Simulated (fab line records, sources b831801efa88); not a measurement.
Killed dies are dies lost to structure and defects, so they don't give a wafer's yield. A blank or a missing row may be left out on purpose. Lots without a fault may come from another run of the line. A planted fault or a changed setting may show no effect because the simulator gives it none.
Which tool did it? | flow gf180mcu | 14 lots, 42 wafers sampled, at 3 steps of a route of 602

WHAT THE GAUGES READ, wafer by wafer
GF_V5_THK_MEAS_25: measures by xrf. Usual: V5_W_THK 350 nm, standard deviation 5.4.
lot  | measured     | on            | V5_W_THK (nm) | flag
L114 | day 27 07:13 | film_metro-04 | 354 354 353   |
L115 | day 27 22:01 | film_metro-04 | 357 357 360   |
L117 | day 28 06:46 | film_metro-04 | 355 352 356   |
L119 | day 28 21:45 | film_metro-03 | 355 348 349   |
L120 | day 29 13:35 | film_metro-03 | 337 352 340   |
L122 | day 30 08:20 | film_metro-02 | 343 351 344   |
L130 | day 32 07:08 | film_metro-03 | 342 344 345   |
L132 | day 32 23:43 | film_metro-03 | 342 341 340   |
L131 | day 33 00:27 | film_metro-02 | 348 350 346   |
L133 | day 33 01:25 | film_metro-02 | 344 347 350   |
L134 | day 33 07:02 | film_metro-02 | 347 349 346   |
L135 | day 33 13:22 | film_metro-04 | 347 352 349   |
L136 | day 33 19:26 | film_metro-04 | 349 349 351   |
L137 | day 33 20:55 | film_metro-02 | 353 357 347   |

GF_TOP_METAL_RS_MEAS_05: measures by four-point-probe. Usual: TOP_METAL_ALCU_RS 0.0328 ohm/sq, standard deviation 0.00036.
lot  | measured     | on            | TOP_METAL_ALCU_RS (ohm/sq) | flag
L114 | day 27 07:48 | film_metro-01 | 0.0333 0.0330 0.0332       |
L115 | day 27 22:36 | film_metro-04 | 0.0322 0.0324 0.0323       |
L117 | day 28 07:21 | film_metro-01 | 0.0322 0.0325 0.0325       |
L119 | day 28 22:23 | film_metro-04 | 0.0325 0.0327 0.0326       |
L120 | day 29 14:11 | film_metro-04 | 0.0326 0.0325 0.0323       |
L122 | day 30 12:30 | film_metro-04 | 0.0327 0.0329 0.0333       |
L130 | day 32 08:52 | film_metro-01 | 0.0327 0.0326 0.0328       |
L132 | day 33 00:19 | film_metro-04 | 0.0332 0.0325 0.0324       |
L131 | day 33 01:02 | film_metro-01 | 0.0330 0.0327 0.0332       |
L133 | day 33 01:59 | film_metro-02 | 0.0335 0.0333 0.0331       |
L134 | day 33 07:50 | film_metro-04 | 0.0330 0.0326 0.0329       |
L135 | day 33 13:58 | film_metro-02 | 0.0327 0.0327 0.0328       |
L136 | day 33 20:04 | film_metro-02 | 0.0328 0.0328 0.0327       |
L137 | day 33 21:29 | film_metro-02 | 0.0329 0.0326 0.0329       |

WHICH TOOL RAN EACH LOT (tool, then ch and the chambers of the sampled wafers, then the start)
lot  | GF_TOP_METAL_SPUTTER_04
L114 | pvd_sputter-03, day 27 07:46
L115 | pvd_sputter-03, day 27 22:34
L117 | pvd_sputter-03, day 28 07:20
L119 | pvd_sputter-03, day 28 22:20
L120 | pvd_sputter-03, day 29 14:07
L122 | pvd_sputter-02, day 30 12:28
L130 | pvd_sputter-03, day 32 08:49
L132 | pvd_sputter-02, day 33 00:16
L131 | pvd_sputter-04, day 33 01:00
L133 | pvd_sputter-02, day 33 01:58
L134 | pvd_sputter-04, day 33 07:47
L135 | pvd_sputter-03, day 33 13:55
L136 | pvd_sputter-02, day 33 19:59
L137 | pvd_sputter-04, day 33 21:28
- GF_TOP_METAL_SPUTTER_04: material TiN, target thk 25 nm, time 20.8 s.

WHAT THE TOOLS THEMSELVES READ (means of the sampled wafers that have a number; where no wafer has one, the mark that the record gives instead)
GF_TOP_METAL_SPUTTER_04. Usual: chamber_pressure_pa 0.4000 Pa, standard deviation 0.00076; throttle_valve_pct 30.4 %, standard deviation 1.1.
lot  | tool           | chamber_pressure_pa (Pa) | throttle_valve_pct (%) | flag
L114 | pvd_sputter-03 | 0.4001                   | 31.4                   |
L115 | pvd_sputter-03 | 0.3990                   | 30.9                   |
L117 | pvd_sputter-03 | 0.4004                   | 29.9                   |
L119 | pvd_sputter-03 | 0.3993                   | 30.8                   |
L120 | pvd_sputter-03 | 0.4003                   | 30.7                   |
L122 | pvd_sputter-02 | 0.4002                   | 30.1                   |
L130 | pvd_sputter-03 | 0.3999                   | 30.8                   |
L132 | pvd_sputter-02 | 0.4011                   | 29.3                   |
L131 | pvd_sputter-04 | 0.3996                   | 30.8                   |
L133 | pvd_sputter-02 | 0.3999                   | 29.3                   |
L134 | pvd_sputter-04 | 0.4004                   | 31.5                   |
L135 | pvd_sputter-03 | 0.4005                   | 30.0                   |
L136 | pvd_sputter-02 | 0.4010                   | 30.5                   |
L137 | pvd_sputter-04 | 0.4004                   | 29.4                   |

THE ANSWER, worked out from the rows above alone
Rule: a lot is off if the mean of its wafers that have a number lies more than 3 standard deviations from the usual mean. A lot without any number at a reading at which 4 lots or more have one is off too. The other lots that the step has rows for count as sound. The gauges are gone through in route order, then the tools' own readings, and for those a lot's mean is taken as printed above. The first step at which some lot is off is used, and at that step the reading that is off furthest; a lot without a number counts as furthest.
No lot is off at any reading shown: from this, nothing can be told.

WHAT THE SIMULATOR HAD PUT IN
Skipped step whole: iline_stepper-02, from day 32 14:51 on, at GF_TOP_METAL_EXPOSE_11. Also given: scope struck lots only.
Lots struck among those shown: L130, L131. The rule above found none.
